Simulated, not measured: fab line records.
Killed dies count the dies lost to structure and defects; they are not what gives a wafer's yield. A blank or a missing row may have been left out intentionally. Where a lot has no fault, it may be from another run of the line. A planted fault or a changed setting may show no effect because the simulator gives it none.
Which tool was responsible? | flow gf180mcu | 18 wafers from 6 lots sampled at 5 of the route's 602 steps

== WHAT THE GAUGES READ, wafer by wafer ==
GF_V5_THK_MEAS_01.
lot  | measured     | on           | V5_CVD_00_THK (nm)
L447 | day 28 00:07 | filmMetro-04 | 300 300 300
L451 | day 29 08:55 | filmMetro-04 | 301 304 303
L453 | day 29 14:25 | filmMetro-04 | 303 304 303
L458 | day 31 04:35 | filmMetro-04 | 309 306 302
L463 | day 32 11:38 | filmMetro-03 | 592 602 601
L465 | day 33 01:06 | filmMetro-04 | 304 297 301

== TOOL THAT RAN EACH LOT (tool first, then ch and the chambers of the sampled wafers, then the start) ==
lot  | GF_MIM_SPUTTER_04           | GF_MIM_SPUTTER_09           | GF_MIM_STRIP_20                     | GF_V5_CVD_00
L447 | pvdSputter-02, day 26 04:05 | pvdSputter-04, day 26 04:17 | plasmaAsher-02 ch 0, day 27 02:08   | hdpcvd-02 ch 0,1, day 28 00:04
L451 | pvdSputter-04, day 27 16:13 | pvdSputter-01, day 27 16:25 | plasmaAsher-02 ch 0,1, day 28 12:14 | hdpcvd-01 ch 0,1,2, day 29 08:52
L453 | pvdSputter-02, day 27 21:41 | pvdSputter-04, day 27 21:53 | plasmaAsher-01 ch 0,1, day 28 17:27 | hdpcvd-02 ch 0,2, day 29 14:19
L458 | pvdSputter-02, day 29 14:52 | pvdSputter-04, day 29 15:04 | plasmaAsher-01 ch 0,1, day 30 09:47 | hdpcvd-02 ch 0,1, day 31 04:32
L463 | pvdSputter-01, day 30 22:02 | pvdSputter-04, day 30 22:14 | plasmaAsher-01 ch 0, day 31 16:23   | hdpcvd-01 ch 0,1,2, day 32 11:23
L465 | pvdSputter-04, day 31 12:58 | pvdSputter-02, day 31 13:10 | plasmaAsher-02 ch 0,1, day 32 07:10 | hdpcvd-01 ch 0,1, day 33 01:02
- GF_MIM_SPUTTER_04: material TiN, target thk 50 nm, time 41.7 s.
- GF_MIM_SPUTTER_09: material TiN, target thk 35 nm, time 29.2 s.
- GF_MIM_STRIP_20: strips in O2/N2.
- GF_V5_CVD_00: deposits SiO2, target thk 300 nm, time 50 s.

== THE ANSWER, worked out from the rows above alone ==
Rule: the lots themselves supply what counts as usual. Put in order of their means at a reading, lots are off if they are a third of the lots or fewer, leave a main group of 4 or more, and stand apart from it by a gap of 3 or more times the standard deviation of the main group's means; of several such gaps the widest counts. The tables above print the reading to a certain number of digits; a main group whose means all agree to those digits is not used. Also off: a lot with no number at a reading for which 4 or more lots have one. All remaining lots with rows at the step are treated as sound.
Off: at GF_V5_THK_MEAS_01 (V5_CVD_00_THK), L463. The main group: mean 302 nm, standard deviation 2.
If a tool, at a process step before that reading, ran all the lots that are off and no sound lot after the first of them, it fits. The gauges at GF_V5_THK_MEAS_01 are tried like those tools. Can't be told from this: 4 tools fit, pvdSputter-01 at GF_MIM_SPUTTER_04, pvdSputter-04 at GF_MIM_SPUTTER_09, plasmaAsher-01 at GF_MIM_STRIP_20, filmMetro-03 at GF_V5_THK_MEAS_01.

== WHAT THE SIMULATOR HAD PUT IN ==
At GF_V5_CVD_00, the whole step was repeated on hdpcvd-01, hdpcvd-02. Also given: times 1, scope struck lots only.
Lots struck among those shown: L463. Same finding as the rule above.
